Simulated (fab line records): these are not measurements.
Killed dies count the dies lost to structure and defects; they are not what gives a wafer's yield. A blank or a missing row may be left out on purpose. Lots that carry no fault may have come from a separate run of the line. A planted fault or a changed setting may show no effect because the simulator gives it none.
Which tool is to blame? || flow sky130 || 6 lots, 18 wafers sampled, at 4 steps of a route of 708

== WHAT THE GAUGES SHOWED, per wafer ==
SKY_VT_ADJUST_LVTN_OVL_MEAS_07.
{"lot": "L631", "measured": "day 7 12:17", "on": "overlay-01", "VT_ADJUST_LVTN_OVL (nm)": "-1.5 -2.0 -0.8"}
{"lot": "L633", "measured": "day 8 00:25", "on": "overlay-01", "VT_ADJUST_LVTN_OVL (nm)": "1.9 0.8 0.1"}
{"lot": "L635", "measured": "day 8 16:09", "on": "overlay-02", "VT_ADJUST_LVTN_OVL (nm)": "1.6 2.5 3.3"}
{"lot": "L637", "measured": "day 9 03:34", "on": "overlay-02", "VT_ADJUST_LVTN_OVL (nm)": "1.8 -0.4 0.7"}
{"lot": "L640", "measured": "day 9 21:23", "on": "overlay-02", "VT_ADJUST_LVTN_OVL (nm)": "1.6 0.3 0.6"}
{"lot": "L645", "measured": "day 11 05:10", "on": "overlay-02", "VT_ADJUST_LVTN_OVL (nm)": "- - -"}

== EACH LOT AND THE TOOL THAT RAN IT (in order: tool; ch and the chambers of the sampled wafers; start) ==
{"lot": "L631", "SKY_FIELD_ISO_CMP_27": "cmp-01 ch 0,1, day 2 21:34", "SKY_DNWELL_STRIP_08": "plasma-asher-03 ch 0,1, day 3 16:19", "SKY_VT_ADJUST_LVTN_EXPOSE_04": "iline-stepper-02 ch 0, day 7 02:47"}
{"lot": "L633", "SKY_FIELD_ISO_CMP_27": "cmp-01 ch 2,3, day 3 09:55", "SKY_DNWELL_STRIP_08": "plasma-asher-02 ch 1, day 4 04:47", "SKY_VT_ADJUST_LVTN_EXPOSE_04": "iline-stepper-01 ch 0, day 7 14:42"}
{"lot": "L635", "SKY_FIELD_ISO_CMP_27": "cmp-02 ch 0,2,3, day 3 19:41", "SKY_DNWELL_STRIP_08": "plasma-asher-02 ch 0,1, day 4 16:19", "SKY_VT_ADJUST_LVTN_EXPOSE_04": "iline-stepper-01 ch 0, day 8 06:09"}
{"lot": "L637", "SKY_FIELD_ISO_CMP_27": "cmp-01 ch 0,1,3, day 4 05:24", "SKY_DNWELL_STRIP_08": "plasma-asher-03 ch 0, day 5 01:59", "SKY_VT_ADJUST_LVTN_EXPOSE_04": "iline-stepper-01 ch 0, day 8 17:15"}
{"lot": "L640", "SKY_FIELD_ISO_CMP_27": "cmp-01 ch 0,1,3, day 4 19:32", "SKY_DNWELL_STRIP_08": "plasma-asher-03 ch 0,1, day 5 17:14", "SKY_VT_ADJUST_LVTN_EXPOSE_04": "iline-stepper-01 ch 0, day 9 11:03"}
{"lot": "L645", "SKY_FIELD_ISO_CMP_27": "cmp-02 ch 0,1,3, day 5 22:24", "SKY_DNWELL_STRIP_08": "plasma-asher-01 ch 0,1, day 6 19:41", "SKY_VT_ADJUST_LVTN_EXPOSE_04": "iline-stepper-02 ch 0, day 10 18:05"}
- SKY_FIELD_ISO_CMP_27: polishes, stops on Si3N4, t overpolish 16 s, target thk 457.8 nm.
- SKY_DNWELL_STRIP_08: strips in O2/N2.
- SKY_VT_ADJUST_LVTN_EXPOSE_04: exposes mask NWM COMPLEMENT LESS NATIVE, target cd 840 nm.

== THE ANSWER, worked out from the rows above alone ==
Rule: the lots themselves supply what counts as usual. The widest of any qualifying gaps counts: lots, ordered by their means at a reading, are off when they make up no more than a third of the lots, leave a main group of 4 or more, and stand apart from it by 3 or more times the standard deviation of that group's means. If all means in a main group match to the digits the tables above print for the reading, that group is not used. A lot without any number at a reading at which 4 lots or more have one is off too. Where the step has rows for the other lots, those lots are counted as sound.
Off: L645, seen at SKY_VT_ADJUST_LVTN_OVL_MEAS_07 (VT_ADJUST_LVTN_OVL). Without a number there: L645. The main group has a mean of 0.7 nm with a standard deviation of 1.2.
If a tool, at a process step before that reading, ran all the lots that are off and no sound lot after the first of them, it fits. Those tools and the gauges at SKY_VT_ADJUST_LVTN_OVL_MEAS_07 are tried in the same way. Can't be told from this: 4 tools fit, cmp-02 at SKY_FIELD_ISO_CMP_27, plasma-asher-01 at SKY_DNWELL_STRIP_08, iline-stepper-02 at SKY_VT_ADJUST_LVTN_EXPOSE_04, overlay-02 at SKY_VT_ADJUST_LVTN_OVL_MEAS_07.

== WHAT THE SIMULATOR HAD PUT IN ==
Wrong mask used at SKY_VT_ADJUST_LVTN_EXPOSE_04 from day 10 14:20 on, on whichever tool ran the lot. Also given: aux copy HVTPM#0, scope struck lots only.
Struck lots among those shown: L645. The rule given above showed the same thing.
